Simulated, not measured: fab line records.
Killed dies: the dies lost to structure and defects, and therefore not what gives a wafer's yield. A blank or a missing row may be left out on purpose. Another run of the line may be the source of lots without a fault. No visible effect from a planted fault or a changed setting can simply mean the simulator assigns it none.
Tool commonality check :: flow gf180mcu :: Sampled: 11 lots, 33 wafers

## THE REASON FOR OPENING IT
Of 11 lots, 1 have the reading MVSD_TW flagged at GF_MVSD_TW_MEAS_11. Fault-free wafers read 1586, with a standard deviation of 12.
Rule: a lot is flagged in two cases, either no wafer of it has a number, or all its wafers with numbers fall more than 4 standard deviations from that mean. As for the other lots, they are considered sound.

lot: L329
measured: day 4 10:19
on: film_metro-04
MVSD_TW, wafer by wafer: 1608 1599 1606
flag: 

lot: L331
measured: day 4 22:55
on: film_metro-01
MVSD_TW, wafer by wafer: 1579 1582 1582
flag: 

lot: L332
measured: day 5 03:13
on: film_metro-03
MVSD_TW, wafer by wafer: 1597 1595 1595
flag: 

lot: L333
measured: day 5 09:01
on: film_metro-01
MVSD_TW, wafer by wafer: 1567 1582 1583
flag: 

lot: L337
measured: day 6 16:00
on: film_metro-04
MVSD_TW, wafer by wafer: 1613 1613 1605
flag: 

lot: L342
measured: day 7 21:21
on: film_metro-03
MVSD_TW, wafer by wafer: 30 30 30
flag: FLAGGED

lot: L347
measured: day 8 18:59
on: film_metro-03
MVSD_TW, wafer by wafer: 1582 1594 1593
flag: 

lot: L348
measured: day 9 00:15
on: film_metro-03
MVSD_TW, wafer by wafer: 1604 1597 1609
flag: 

lot: L350
measured: day 9 13:12
on: film_metro-03
MVSD_TW, wafer by wafer: 1598 1601 1597
flag: 

lot: L351
measured: day 9 20:34
on: film_metro-01
MVSD_TW, wafer by wafer: 1567 1566 1563
flag: 

lot: L352
measured: day 10 02:46
on: film_metro-04
MVSD_TW, wafer by wafer: 1606 1604 1603
flag: 
Averaged over the flagged lots the numbers come to 30, -1556 from the usual (-99 or more standard deviations).

## TOOL THAT RAN EACH LOT
The record keeps 1 process step preceding the reading, out of 602 steps on the route. Every cell lists first the tool, next ch and the chambers used by the sampled wafers, and last the start.
lot: L329
flag: 
GF_MVSD_EXPOSE_04: iline_stepper-01 ch 0, day 4 03:34

lot: L331
flag: 
GF_MVSD_EXPOSE_04: iline_stepper-01 ch 0, day 4 16:01

lot: L332
flag: 
GF_MVSD_EXPOSE_04: iline_stepper-02 ch 0, day 4 20:33

lot: L333
flag: 
GF_MVSD_EXPOSE_04: iline_stepper-02 ch 0, day 5 01:17

lot: L337
flag: 
GF_MVSD_EXPOSE_04: iline_stepper-02 ch 0, day 6 08:32

lot: L342
flag: FLAGGED
GF_MVSD_EXPOSE_04: iline_stepper-02 ch 0, day 7 12:56

lot: L347
flag: 
GF_MVSD_EXPOSE_04: iline_stepper-02 ch 0, day 8 10:37

lot: L348
flag: 
GF_MVSD_EXPOSE_04: iline_stepper-02 ch 0, day 8 15:43

lot: L350
flag: 
GF_MVSD_EXPOSE_04: iline_stepper-01 ch 0, day 9 05:13

lot: L351
flag: 
GF_MVSD_EXPOSE_04: iline_stepper-02 ch 0, day 9 11:52

lot: L352
flag: 
GF_MVSD_EXPOSE_04: iline_stepper-01 ch 0, day 9 17:02
These steps, and what they do:
- GF_MVSD_EXPOSE_04: exposes mask MVSD, target cd 1000 nm.
- GF_MVSD_TW_MEAS_11

## FLAGGED OVER TOTAL, TOOL BY TOOL (the gauges that took the reading come last)
step: GF_MVSD_EXPOSE_04
tool: iline_stepper-01
lots run: 4
flagged: 0
share of the flagged lots: none
sound lots run after its first flagged lot: -

step: GF_MVSD_EXPOSE_04
tool: iline_stepper-02
lots run: 7
flagged: 1
share of the flagged lots: all
sound lots run after its first flagged lot: 3 (L347,L348,L351)

step: GF_MVSD_TW_MEAS_11
tool: film_metro-01
lots run: 3
flagged: 0
share of the flagged lots: none
sound lots run after its first flagged lot: -

step: GF_MVSD_TW_MEAS_11
tool: film_metro-03
lots run: 5
flagged: 1
share of the flagged lots: all
sound lots run after its first flagged lot: 3 (L347,L348,L350)

step: GF_MVSD_TW_MEAS_11
tool: film_metro-04
lots run: 3
flagged: 0
share of the flagged lots: none
sound lots run after its first flagged lot: -

## WHAT IS ALLOWED BY THE TABLE
Table rows that saw every flagged lot: 2, namely iline_stepper-02 at GF_MVSD_EXPOSE_04 and film_metro-03 at GF_MVSD_TW_MEAS_11.
- iline_stepper-02 at GF_MVSD_EXPOSE_04: 1 of its 7 lots flagged. After the first flagged lot (L347, L348, L351), sound lots still ran on it; a lasting fault on the whole tool would not permit that.
- film_metro-03 at GF_MVSD_TW_MEAS_11: 1 of its 5 lots flagged. After the first flagged lot (L347, L348, L350), sound lots still ran on it; a lasting fault on the whole tool would not permit that.
None of the table's rows ran every flagged lot and, after the first, no sound lot.

## WHAT THE SIMULATOR PUT IN
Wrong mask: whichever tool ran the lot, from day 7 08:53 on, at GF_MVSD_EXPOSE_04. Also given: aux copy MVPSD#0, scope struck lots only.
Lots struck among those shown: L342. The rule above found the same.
